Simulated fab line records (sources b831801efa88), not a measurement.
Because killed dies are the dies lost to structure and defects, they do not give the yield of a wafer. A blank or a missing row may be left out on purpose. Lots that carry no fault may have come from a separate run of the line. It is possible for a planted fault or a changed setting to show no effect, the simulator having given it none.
Which tool did it? -- flow sky130 -- Sampling: 10 lots, 30 wafers, 4 of 708 route steps

== WHAT THE GAUGES READ, wafer by wafer ==
SKY_VIA4_RS_MEAS_19: the measuring method here is four-point-probe.
lot,measured,on,VIA4_W_RS (ohm/sq)
L202,day 42 21:49,film-metro-04,0.2238 0.2265 0.2277
L204,day 43 20:43,film-metro-02,0.2317 0.2268 0.2255
L206,day 44 05:14,film-metro-04,0.2210 0.2300 0.2311
L209,day 45 00:48,film-metro-04,0.2239 0.2273 0.2283
L213,day 46 04:38,film-metro-04,0.1799 0.1791 0.2283
L215,day 46 18:01,film-metro-01,0.1767 0.2274 0.2318
L217,day 47 15:56,film-metro-04,0.2274 0.2219 0.2258
L219,day 47 17:13,film-metro-01,0.2242 0.2278 0.2272
L222,day 48 00:16,film-metro-04,0.2295 0.2299 0.2271
L224,day 48 12:27,film-metro-04,0.2283 0.2263 0.2239

== TOOL THAT RAN EACH LOT (tool first, then ch and the chambers of the sampled wafers, then the start) ==
lot,SKY_CAP2M_SPUTTER_02,SKY_CAP2M_STRIP_14,SKY_VIA4_CVD_18
L202,"pvd-sputter-02, day 39 20:03","plasma-asher-02 ch 0,1, day 40 19:50","cvd-w-02 ch 0, day 42 21:40"
L204,"pvd-sputter-01, day 40 19:47","plasma-asher-01 ch 0,1, day 41 19:25","cvd-w-01 ch 0,1, day 43 20:34"
L206,"pvd-sputter-02, day 41 05:14","plasma-asher-01 ch 0,1, day 42 04:31","cvd-w-02 ch 0,1, day 44 05:05"
L209,"pvd-sputter-01, day 42 01:33","plasma-asher-02 ch 0,1, day 43 00:43","cvd-w-01 ch 0,1, day 45 00:40"
L213,"pvd-sputter-03, day 43 08:56","plasma-asher-02 ch 0,1, day 44 07:13","cvd-w-02 ch 0,1, day 46 04:29"
L215,"pvd-sputter-02, day 43 23:43","plasma-asher-03 ch 0,1, day 44 21:37","cvd-w-02 ch 0,1, day 46 17:52"
L217,"pvd-sputter-02, day 44 22:52","plasma-asher-03 ch 0,1, day 45 20:19","cvd-w-01 ch 0,1, day 47 15:47"
L219,"pvd-sputter-03, day 44 23:25","plasma-asher-03 ch 0,1, day 45 20:58","cvd-w-01 ch 0,1, day 47 17:04"
L222,"pvd-sputter-02, day 45 07:28","plasma-asher-02 ch 0,1, day 46 04:34","cvd-w-01 ch 0,1, day 48 00:07"
L224,"pvd-sputter-02, day 45 21:40","plasma-asher-03 ch 0,1, day 46 18:49","cvd-w-01 ch 0,1, day 48 12:19"
- SKY_CAP2M_SPUTTER_02: material TiN, target thk 200 nm, time 166.7 s.
- SKY_CAP2M_STRIP_14: strips in O2/N2.
- SKY_VIA4_CVD_18: deposits W, target thk 505 nm, time 152.14 s.

== THE ANSWER, worked out from the rows above alone ==
Rule: usual is defined by the lots themselves. Put in order of their means at a reading, lots are off if they are a third of the lots or fewer, leave a main group of 4 or more, and stand apart from it by a gap of 3 or more times the standard deviation of the main group's means; of several such gaps the widest counts. Not used: any main group whose means are identical at the precision the tables above print for the reading. A lot without any number at a reading at which 4 lots or more have one is off too. Any other lot the step has rows for is counted as sound.
Off: L213, L215, seen at SKY_VIA4_RS_MEAS_19 (VIA4_W_RS). Mean 0.2268 ohm/sq and standard deviation 0.0011 in the main group.
A tool fits if, at a process step before that reading, it ran every lot that is off, and no sound lot after the first of them. The gauges at SKY_VIA4_RS_MEAS_19 are tried like those tools. One fits: SKY_VIA4_CVD_18 on cvd-w-02. A fault onset in the window from L206 (day 44 05:05, its last sound lot) to L213 (day 46 04:29, its first lot off) fits.

== WHAT HAD BEEN PUT IN BY THE SIMULATOR ==
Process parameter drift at SKY_VIA4_CVD_18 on cvd-w-02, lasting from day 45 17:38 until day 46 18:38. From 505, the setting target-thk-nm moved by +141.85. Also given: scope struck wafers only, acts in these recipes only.
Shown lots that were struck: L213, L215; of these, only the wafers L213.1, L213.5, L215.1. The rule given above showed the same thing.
